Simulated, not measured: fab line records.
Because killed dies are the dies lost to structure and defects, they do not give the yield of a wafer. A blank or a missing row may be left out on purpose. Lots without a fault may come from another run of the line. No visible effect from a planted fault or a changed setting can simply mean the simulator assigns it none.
Which of the tools did it? ; flow sky130 ; 39 wafers from 13 lots sampled at 3 of the route's 708 steps

## WHAT THE GAUGES SHOWED, per wafer
SKY_CONTACT_THK_MEAS_03. Usual: for CONTACT_HDPCVD_THK the level is 566 nm and the standard deviation is 4.7.
lot;measured;on;CONTACT_HDPCVD_THK (nm);flag
L272;day 30 09:42;filmMetro-01;563 557 567;
L274;day 30 20:52;filmMetro-04;565 572 558;
L275;day 31 06:52;filmMetro-04;564 564 563;
L277;day 32 00:34;filmMetro-04;567 563 563;
L278;day 32 15:37;filmMetro-04;561 559 563;
L284;day 34 12:08;filmMetro-04;569 569 561;
L290;day 36 08:23;filmMetro-01;565 572 570;
L289;day 36 12:51;filmMetro-01;571 570 568;
L291;day 36 17:15;filmMetro-01;563 571 562;
L292;day 36 17:26;filmMetro-03;569 568 568;
L293;day 37 04:44;filmMetro-01;571 574 570;
L294;day 37 11:02;filmMetro-03;563 562 562;
L295;day 37 18:04;filmMetro-01;570 569 576;

## WHICH TOOL RAN EACH LOT (tool, then ch and the chambers of the sampled wafers, then the start)
lot;SKY_RES_XHIGH_EXPOSE_04;SKY_LOCAL_INTERCONNECT_ETCH_13
L272;ilineStepper-01 ch 0, day 26 01:41;rieMetal-01 ch 0,1, day 30 08:49
L274;ilineStepper-01 ch 0, day 26 13:58;rieMetal-03 ch 0, day 30 19:52
L275;ilineStepper-01 ch 0, day 26 23:10;rieMetal-04 ch 0,1, day 31 05:56
L277;ilineStepper-01 ch 0, day 27 20:25;rieMetal-04 ch 0,1, day 31 23:41
L278;ilineStepper-02 ch 0, day 28 11:14;rieMetal-01 ch 0,1, day 32 14:44
L284;ilineStepper-02 ch 0, day 30 09:43;rieMetal-04 ch 0, day 34 11:09
L290;ilineStepper-02 ch 0, day 32 07:08;rieMetal-03 ch 0,1, day 36 07:31
L289;ilineStepper-02 ch 0, day 32 11:48;rieMetal-01 ch 0,1, day 36 11:57
L291;ilineStepper-02 ch 0, day 32 15:59;rieMetal-03 ch 0,1, day 36 16:09
L292;ilineStepper-01 ch 0, day 32 17:01;rieMetal-04 ch 0,1, day 36 16:30
L293;ilineStepper-02 ch 0, day 33 04:47;rieMetal-04 ch 0,1, day 37 03:53
L294;ilineStepper-01 ch 0, day 33 11:49;rieMetal-01 ch 0, day 37 10:04
L295;ilineStepper-02 ch 0, day 33 17:02;rieMetal-03 ch 1, day 37 17:02
- SKY_RES_XHIGH_EXPOSE_04: exposes mask URPM, target cd 1270 nm.
- SKY_LOCAL_INTERCONNECT_ETCH_13: etches BARC in N2/H2, stops on SiO2, time 45.9 s, target depth 60 nm.

## AS READ BY THE TOOLS THEMSELVES (means over the sampled wafers that have a number; for cases with no such wafer, the mark the record gives instead)
SKY_LOCAL_INTERCONNECT_ETCH_13. Usual: chamberPressureMTorr 29.997 mTorr, standard deviation 0.028; drypumpMotorCurrentA 5.8 A, standard deviation 0.36; oesProductAu 0.854 a.u., standard deviation 0.0049; throttleValvePct 13.225 %, standard deviation 0.0095.
lot;tool;chamberPressureMTorr (mTorr);drypumpMotorCurrentA (A);oesProductAu (a.u.);throttleValvePct (%);flag
L272;rieMetal-01;29.998;6.0;0.852;13.232;
L274;rieMetal-03;29.987;5.1;0.858;13.238;
L275;rieMetal-04;30.033;5.8;0.858;13.224;
L277;rieMetal-04;29.993;5.7;0.857;13.226;
L278;rieMetal-01;30.002;6.0;0.853;13.218;
L284;rieMetal-04;29.995;6.0;0.854;13.219;
L290;rieMetal-03;29.960;5.4;0.854;13.220;
L289;rieMetal-01;29.978;6.0;0.852;13.227;
L291;rieMetal-03;29.978;5.4;0.850;13.238;
L292;rieMetal-04;30.031;5.6;0.852;13.221;
L293;rieMetal-04;29.979;5.6;0.855;13.222;
L294;rieMetal-01;29.993;5.8;0.854;13.228;
L295;rieMetal-03;29.975;5.5;0.859;13.223;

## THE ANSWER, worked out from the rows above alone
Rule: a lot counts as off when the mean over its wafers that have a number is more than 3 standard deviations away from the usual mean. A lot without any number at a reading at which 4 lots or more have one is off too. Any other lot the step has rows for is counted as sound. After the gauges, taken in route order, come the tools' own readings; for these a lot's mean is taken, as printed above. At the first step where some lot is off, the reading lying furthest off is the one used; lots without a number count as furthest.
None of the lots is off at any reading shown; this tells nothing.

## WHAT THE SIMULATOR HAD INSERTED
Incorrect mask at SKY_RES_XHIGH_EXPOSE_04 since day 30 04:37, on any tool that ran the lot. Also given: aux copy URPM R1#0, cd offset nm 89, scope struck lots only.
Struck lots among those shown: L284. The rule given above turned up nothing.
